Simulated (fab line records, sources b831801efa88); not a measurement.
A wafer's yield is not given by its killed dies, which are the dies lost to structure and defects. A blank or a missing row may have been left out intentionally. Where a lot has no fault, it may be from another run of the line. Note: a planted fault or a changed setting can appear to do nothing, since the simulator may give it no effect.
A lot that was struck, set against a sound lot :: flow sky130 :: 15 steps out of a route of 708
Sound: wafers L844.2, L844.3, L844.4. Struck: wafer L838.5 (L838.2, L838.3, from the same lot, were not struck and are left out); the cause is given at the end.
Order at every step that has rows: each side's tool, ch and its chambers, its first start. Under that, the readings that differ: sound wafers :: struck wafers :: difference of the means :: sigmas: that difference in standard deviations of wafers without a fault.
alike: readings with means less than 2 such deviations apart, plus words and numbers identical on both sides. not compared: withheld readings, readings lacking a value on some wafer, bounds such as >300 that could conceal the same value, and numbers that have no deviation in the record and whose values overlap.
Wherever a step has rows on one side only, a row that says differs or no value, or a row with sigmas, the two part there. Numbers that don't overlap but have no deviation are shown without sigmas and don't part them. A reading that every wafer of one side lacks parts them only if that side has two wafers or more.

first, 5 steps without rows for these wafers: SKY_VIA3_STRIP_16 (strips in O2/N2); SKY_VIA3_STRIP_17 (strips in post etch residue remover, time 1200 s); SKY_VIA3_CLEAN_18 (cleans in IPA, time 180 s); SKY_VIA3_CLEAN_19 (cleans in O3/DIW); SKY_VIA3_SPUTTER_20 (material TiN, target thk 20 nm, time 80 s).
SKY_VIA3_CVD_21: deposits W, target thk 390 nm, time 117.31 s.
  sound on cvd_w-01 ch 0,1, day 44 02:37; struck on cvd_w-01 ch 1, day 42 11:06
  alike: heater_power_w
  not compared: since_wet_clean_h
SKY_VIA3_RS_MEAS_22: uses a four-point probe to measure.
  sound on film_metro-02, day 44 02:46; struck on film_metro-04, day 42 11:14
  alike: VIA3_W_RS
SKY_VIA3_THK_MEAS_23: measures by xrf.
  sound on film_metro-02, day 44 02:52; struck on film_metro-04, day 42 11:21
  alike: VIA3_W_THK
SKY_VIA3_CMP_24: polishes, stops on SiO2, t overpolish 20 s, target thk 0 nm.
  sound on cmp-01 ch 0,2,3, day 44 03:05; struck on cmp-01 ch 3, day 42 11:24
  alike: edge_zone_pressure_frac, motor_current_A, overpolish_run_s, time_to_endpoint_s
SKY_METAL4_SPUTTER_00: material Ti, target thk 15 nm, time 10 s.
  sound on pvd_sputter-03, day 44 03:23; struck on pvd_sputter-04, day 42 11:42
  alike: chamber_pressure_pa, throttle_valve_pct
SKY_METAL4_SPUTTER_01: material TiN, target thk 20 nm, time 16.7 s.
  sound on pvd_sputter-03, day 44 03:25; struck on pvd_sputter-04, day 42 11:43
  alike: chamber_pressure_pa, throttle_valve_pct
SKY_METAL4_SPUTTER_02: material AlCu, target thk 735 nm, time 39.1 s.
  sound on pvd_sputter-03, day 44 03:26; struck on pvd_sputter-04, day 42 11:45
  alike: chamber_pressure_pa, throttle_valve_pct
SKY_METAL4_SPUTTER_03: material Ti, target thk 5 nm, time 3.3 s.
  sound on pvd_sputter-03, day 44 03:29; struck on pvd_sputter-04, day 42 11:47
reading: chamber_pressure_pa (Pa)
sound: 0.3996 0.3998 0.3995
struck: 0.4156
difference: +0.0160
sigmas: +19
  alike: throttle_valve_pct
then, 1 step without rows for these wafers: SKY_METAL4_SPUTTER_04 (material TiN, target thk 70 nm, time 58.3 s).
-- the record jumps here: 6 days lie between the struck wafers' starts before and after (it left off in module METAL4 and takes up again in module PAD_OPEN, whose first step shown is number 708 of the route) --
SKY_PAD_OPEN_PROBE_99:
  record: rows for the struck wafers here (prober-02, day 48 02:10), none for the sound ones

WHERE THEY PART
Earliest at SKY_METAL4_SPUTTER_03; latest, in this record, at SKY_PAD_OPEN_PROBE_99.

WHY: the cause the simulator had injected
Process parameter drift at SKY_METAL4_SPUTTER_03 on pvd_sputter-04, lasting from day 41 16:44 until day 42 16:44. Setting chamber_pressure_pa, moved by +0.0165, from 0.4. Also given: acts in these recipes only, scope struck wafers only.
